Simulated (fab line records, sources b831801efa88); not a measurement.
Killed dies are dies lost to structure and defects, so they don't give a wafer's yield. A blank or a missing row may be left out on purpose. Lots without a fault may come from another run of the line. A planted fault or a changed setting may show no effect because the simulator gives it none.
One fault seen from 2 desks | flow gf180mcu | each desk has only its own numbers; what lay behind them comes last

THE TOOL OWNER'S DESK: pvd_sputter-04
The tool's own readings at GF_TOP_METAL_SPUTTER_02 (material AlCu, target thk 900 nm, time 47.82 s): means of the sampled wafers that have a number, for each lot that ran on this tool. A lot is out of limits, marked OUT, if its mean lies more than 4 standard deviations from the usual mean; the brackets give that distance.
Columns: A = cathode_dc_power_W at GF_TOP_METAL_SPUTTER_02, usual 10600 W; B = throttle_valve_pct at GF_TOP_METAL_SPUTTER_02, usual 29.9 %
lot  | first seen here | A     | B
L634 | day 27 11:58    | 10599 | 29.4
L638 | day 28 20:19    | 10599 | 29.3
L639 | day 29 03:41    | 10600 | 29.9
L656 | day 33 15:58    | 10600 | 29.1
This desk's finding: nothing out of limits on any of the 4 lots.

THE METROLOGY DESK
What the gauges read, lot by lot, whatever tool the lot ran on: means of the sampled wafers that have a number. A lot is out of limits, marked OUT, if its mean lies more than 4 standard deviations from the usual mean; the brackets give that distance.
Columns: A = TOP_METAL_ALCU_RS at GF_TOP_METAL_RS_MEAS_05, usual 0.0326 ohm/sq; B = TOP_METAL_ALCU_THK at GF_TOP_METAL_THK_MEAS_06, usual 910 nm
lot  | first seen here | A                 | B
L634 | day 27 12:05    | 0.0322            | 919
L636 | day 28 00:54    | 0.0328            | 897
L638 | day 28 20:25    | 0.0328            | 899
L639 | day 29 03:46    | 0.0351 (+7.0) OUT | 852 (-5.3) OUT
L648 | day 31 21:05    | 0.0324            | 907
L650 | day 32 09:40    | 0.0327            | 907
L651 | day 32 10:29    | 0.0327            | 905
L652 | day 33 01:47    | 0.0325            | 915
L653 | day 33 03:06    | 0.0319            | 933
L655 | day 33 06:57    | 0.0323            | 908
L656 | day 33 16:05    | 0.0324            | 901
This desk's finding: out of limits on L639; first on L639, day 29 03:46 (TOP_METAL_ALCU_RS at GF_TOP_METAL_RS_MEAS_05). In limits: L634, L636, L638, L648, L650, L651, L652, L653, L655, L656.

PUT TOGETHER
The metrology desk could have raised an alarm at day 29 03:46, on L639.
The tool owner's desk saw nothing out of limits.
The tool owner's desk has L639 on record, within its limits.
Of the lots named, all ran GF_TOP_METAL_SPUTTER_02 on pvd_sputter-04.

WHAT THE SIMULATOR HAD PUT IN
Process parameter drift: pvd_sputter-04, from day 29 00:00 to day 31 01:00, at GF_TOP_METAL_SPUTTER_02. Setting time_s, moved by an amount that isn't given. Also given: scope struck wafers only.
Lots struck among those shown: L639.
Hours from the fault's start to each desk's first reading out of limits: the metrology desk, 4.
